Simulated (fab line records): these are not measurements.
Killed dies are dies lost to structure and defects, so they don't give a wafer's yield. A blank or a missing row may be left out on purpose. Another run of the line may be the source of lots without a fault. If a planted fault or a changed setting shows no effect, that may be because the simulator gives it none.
Which tool was responsible? -- flow gf180mcu -- 12 lots with 36 wafers sampled at 5 steps, on a route of 602 steps

## WHAT THE GAUGES SHOWED, per wafer
GF_V5_RS_MEAS_24: the measuring method here is four-point-probe.
lot,measured,on,V5_W_RS (ohm/sq)
L075,day 27 13:01,filmMetro-03,0.331 0.328 0.328
L077,day 28 05:31,filmMetro-04,0.331 0.332 0.328
L079,day 28 16:02,filmMetro-01,0.329 0.324 0.325
L081,day 29 10:42,filmMetro-01,0.327 0.332 0.327
L083,day 30 01:30,filmMetro-01,0.328 0.328 0.328
L085,day 30 12:57,filmMetro-03,0.329 0.330 0.328
L087,day 31 05:09,filmMetro-04,0.328 0.328 0.328
L089,day 31 14:54,filmMetro-04,0.321 0.325 0.321
L091,day 32 04:31,filmMetro-01,0.326 0.310 0.322
L093,day 32 15:55,filmMetro-04,0.334 0.334 0.330
L095,day 33 03:31,filmMetro-01,0.323 0.325 0.327
L097,day 33 11:10,filmMetro-01,0.331 0.322 0.332

## WHICH TOOL RAN EACH LOT (tool, then ch and the chambers of the sampled wafers, then the start)
lot,GF_V2_SPUTTER_22,GF_V4_CMP_26,GF_M5_ETCH_09,GF_V5_STRIP_18
L075,"pvdSputter-04, day 20 12:17","cmp-02 ch 0,1,3, day 24 17:56","rieDiel-01 ch 0,1,3, day 26 14:06","plasmaAsher-03 ch 0,1, day 27 12:16"
L077,"pvdSputter-04, day 21 09:11","cmp-02 ch 0,1,2, day 25 12:19","rieDiel-01 ch 0,1,2, day 27 07:24","plasmaAsher-02 ch 0,1, day 28 04:46"
L079,"pvdSputter-02, day 21 23:11","cmp-02 ch 0,3, day 26 00:52","rieDiel-03 ch 2,3, day 27 18:24","plasmaAsher-02 ch 0,1, day 28 15:17"
L081,"pvdSputter-02, day 22 20:11","cmp-01 ch 0,1,3, day 26 19:57","rieDiel-01 ch 0,2, day 28 12:54","plasmaAsher-04 ch 0,1, day 29 09:56"
L083,"pvdSputter-04, day 23 15:07","cmp-01 ch 0,1,3, day 27 11:42","rieDiel-02 ch 0,3, day 29 04:30","plasmaAsher-03 ch 0,1, day 30 00:46"
L085,"pvdSputter-02, day 24 07:08","cmp-01 ch 0,3, day 28 01:22","rieDiel-01 ch 1,2,3, day 29 16:42","plasmaAsher-03 ch 0,1, day 30 12:09"
L087,"pvdSputter-04, day 25 05:02","cmp-02 ch 0,2, day 28 21:04","rieDiel-03 ch 1,3, day 30 09:40","plasmaAsher-02 ch 0,1, day 31 04:21"
L089,"pvdSputter-02, day 25 16:23","cmp-02 ch 0,2,3, day 29 07:15","rieDiel-03 ch 0,3, day 30 18:31","plasmaAsher-04 ch 0,1, day 31 14:09"
L091,"pvdSputter-01, day 26 05:53","cmp-02 ch 0,3, day 29 18:44","rieDiel-01 ch 0,1,3, day 31 08:31","plasmaAsher-02 ch 0, day 32 03:45"
L093,"pvdSputter-01, day 26 22:40","cmp-02 ch 1,3, day 30 09:06","rieDiel-01 ch 1,3, day 31 20:22","plasmaAsher-04 ch 0,1, day 32 15:08"
L095,"pvdSputter-02, day 27 13:47","cmp-01 ch 1,2, day 30 22:53","rieDiel-02 ch 1,2,3, day 32 08:31","plasmaAsher-02 ch 0,1, day 33 02:39"
L097,"pvdSputter-01, day 27 21:31","cmp-01 ch 0,1,2, day 31 07:20","rieDiel-01 ch 0,3, day 32 17:39","plasmaAsher-02 ch 0,1, day 33 10:23"
- GF_V2_SPUTTER_22: material TiN, target thk 10 nm, time 40 s.
- GF_V4_CMP_26: polishes, stops on SiO2, t overpolish 15 s, target thk 0 nm.
- GF_M5_ETCH_09: etches Si3N4 in CF4/O2, target depth 52 nm, time 11.6 s.
- GF_V5_STRIP_18: strips in O2/N2.

## THE ANSWER, worked out from the rows above alone
Rule: usual is defined by the lots themselves. The widest of any qualifying gaps counts: lots, ordered by their means at a reading, are off when they make up no more than a third of the lots, leave a main group of 4 or more, and stand apart from it by 3 or more times the standard deviation of that group's means. A main group whose means are all the same, to the digits that the tables above print for the reading, isn't used. A lot without any number at a reading at which 4 lots or more have one is off too. All remaining lots with rows at the step are treated as sound.
No lot is off at any reading shown: from this, nothing can be told.

## WHAT THE SIMULATOR HAD INSERTED
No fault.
